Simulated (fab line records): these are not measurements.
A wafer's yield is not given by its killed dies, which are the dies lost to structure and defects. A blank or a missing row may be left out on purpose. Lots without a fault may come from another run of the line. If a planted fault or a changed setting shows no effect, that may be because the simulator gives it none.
Code-filled problem report in 8D (eight disciplines) form :: flow sky130 :: the parts of the form that need people (team, actions taken, sign-off) are left out

## 1. THE ISSUE
Wafers without a fault read 2999.6 rpm, standard deviation 2.1; spinSpeedRpm at SKY_METAL2_COAT_10 reads a mean of 2629.8 rpm on 9 wafers belonging to 3 lots. So: -99 or more standard deviations from the usual mean.
The step: resist thk 450 nm.
The first sign was on wafer L308.3 at day 36 19:00, on lithoTrack-04. The record has a number at this step for 33 wafers belonging to 11 lots. The rule behind "out" and "out of limits": a value lying over 4 standard deviations away from the usual mean. Any other wafer with a number is counted as sound.

## 2. WHAT IT IS; WHAT IT IS NOT
question: which readings at this step
is: spinSpeedRpm
is not: -

question: which lots
is: L307, L308, L309
is not: L302, L306, L310, L317, L318, L319, L322, L324

question: which wafers of those lots
is: all that have a number
is not: -

question: read on which tools
is: lithoTrack-04
is not: lithoTrack-01, lithoTrack-03

question: when
is: from day 36 19:00
is not: up to then (6 sound wafers); but 18 sound wafers of L310, L317, L318, L319, L322, L324 came after

## 3. THE SUSPECTS, EACH WITH WHAT RULES IT OUT
Counting: a tool at a process step up to the reading stays a suspect if it ran every lot that is out and no sound lot after the first of them.
- lithoTrack-04 at SKY_METAL2_COAT_10 (resist thk 450 nm): ruled out as a lasting fault. The sound lots L317, L319, L322, L324 went through it after L308, its earliest lot that is out (day 36 19:00).
Left after counting: nothing in the record.

## 4. THE CAUSE (what the simulator had put in)
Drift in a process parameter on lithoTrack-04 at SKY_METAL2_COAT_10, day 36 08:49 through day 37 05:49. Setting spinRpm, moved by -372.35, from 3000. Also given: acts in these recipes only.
Counting ruled it out, wrongly.

## 5. THE CHAIN OF EFFECTS, in route order
Each row: a reading where the mean over the struck wafers with a number is more than 3 standard deviations away from the usual. Readings are gone through only where the record gives a usual standard deviation; hours: the median, over the lots, of the time from a lot's start at the first step in this table giving one to that lot's start at this step; sigmas: the change measured in usual standard deviations.
hours: 0
step: SKY_METAL2_COAT_10
reading: spinSpeedRpm
usual: 2999.6 rpm
on struck wafers: 2629.8
change: -369.8
sigmas: -99 or more

hours: 14
step: SKY_METAL2_STRIP_20
reading: oesProductAu
usual: 0.342 a.u.
on struck wafers: 0.359
change: +0.017
sigmas: +3.4

hours: 14
step: SKY_METAL2_STRIP_20
reading: stripTimeToEndpointS
usual: 2.68 s
on struck wafers: 3.03
change: +0.35
sigmas: +7.4
Process steps it contains:
- SKY_METAL2_COAT_10: resist thk 450 nm.
- SKY_METAL2_STRIP_20: strips in O2/N2.

## 6. HOW IT WOULD HAVE BEEN CAUGHT EARLIER
In this record no reading fell out of limits until day 36 19:00, 10 hours after the fault had begun at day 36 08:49.
